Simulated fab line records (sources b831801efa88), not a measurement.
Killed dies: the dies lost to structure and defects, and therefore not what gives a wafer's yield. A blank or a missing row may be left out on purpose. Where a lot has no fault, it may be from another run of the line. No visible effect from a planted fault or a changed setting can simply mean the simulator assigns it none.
2 desks, one fault / flow sky130 / numbers are kept per desk, each desk with only its own; the story behind them comes last

## THE METROLOGY DESK
Lot by lot, what the gauges showed, no matter which tool ran the lot: averages of those sampled wafers that carry a number. Any lot whose mean is over 4 standard deviations away from the usual mean is out of limits and marked OUT; that distance is given in the brackets.
Columns: A = VT_ADJUST_LVTN_TW at SKY_VT_ADJUST_LVTN_TW_MEAS_10, usual 242.0
lot=L885; first seen here=day 7 20:20; A=241.1
lot=L886; first seen here=day 8 01:44; A=241.9
lot=L887; first seen here=day 8 08:10; A=244.8
lot=L888; first seen here=day 8 13:02; A=241.3
lot=L889; first seen here=day 9 01:56; A=240.4
lot=L890; first seen here=day 9 04:44; A=242.3
lot=L891; first seen here=day 9 13:38; A=243.5
lot=L892; first seen here=day 9 19:17; A=243.7
lot=L893; first seen here=day 9 21:38; A=284.6 (+25) OUT
lot=L894; first seen here=day 10 02:59; A=283.3 (+24) OUT
lot=L895; first seen here=day 10 08:56; A=240.9
lot=L902; first seen here=day 12 06:52; A=240.3
lot=L903; first seen here=day 12 13:11; A=242.0
lot=L905; first seen here=day 13 05:46; A=244.9
This desk's result: L893, L894 out of limits, first on L893 (VT_ADJUST_LVTN_TW at SKY_VT_ADJUST_LVTN_TW_MEAS_10), day 9 21:38. L885, L886, L887, L888, L889, L890, L891, L892, L895, L902, L903, L905: within limits.

## DESK OF THE TOOL OWNER: implanter-04
SKY_VT_ADJUST_LVTN_IMPLANT_08, tool's own readings: per-lot mean of the sampled wafers with a number, covering each lot this tool ran. Any lot whose mean is over 4 standard deviations away from the usual mean is out of limits and marked OUT; that distance is given in the brackets.
Columns: A = dose_ions_cm2 at SKY_VT_ADJUST_LVTN_IMPLANT_08, usual 1.57e+12; B = faraday_current_uA at SKY_VT_ADJUST_LVTN_IMPLANT_08, usual 8.87
lot=L885; first seen here=day 7 20:06; A=1.57e+12; B=8.85
lot=L888; first seen here=day 8 12:49; A=1.57e+12; B=8.80
lot=L889; first seen here=day 9 01:43; A=1.57e+12; B=8.95
lot=L891; first seen here=day 9 13:25; A=1.57e+12; B=8.93
lot=L893; first seen here=day 9 21:25; A=2.74e+12 (+99 or more) OUT; B=15.47 (+41) OUT
lot=L894; first seen here=day 10 02:47; A=2.74e+12 (+99 or more) OUT; B=15.49 (+41) OUT
lot=L905; first seen here=day 13 05:31; A=1.57e+12; B=8.90
Finding of this desk: L893, L894 out of limits; the first was L893 at day 9 21:25, on dose_ions_cm2 at SKY_VT_ADJUST_LVTN_IMPLANT_08. L885, L888, L889, L891, L905: within limits.

## BROUGHT TOGETHER
At day 9 21:25, on L893, L894, the tool owner's desk was in a position to raise an alarm.
Metrology desk: alarm possible at day 9 21:38 on L893, L894.
Of the lots named, all ran SKY_VT_ADJUST_LVTN_IMPLANT_08 on implanter-04.

## WHAT THE SIMULATOR HAD PUT IN
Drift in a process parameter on implanter-04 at SKY_VT_ADJUST_LVTN_IMPLANT_08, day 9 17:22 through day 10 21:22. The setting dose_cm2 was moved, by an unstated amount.
Lots struck among those shown: L893, L894.
Counting hours from when the fault started, the first reading out of limits came at 4 for the tool owner's desk and at 4 for the metrology desk.
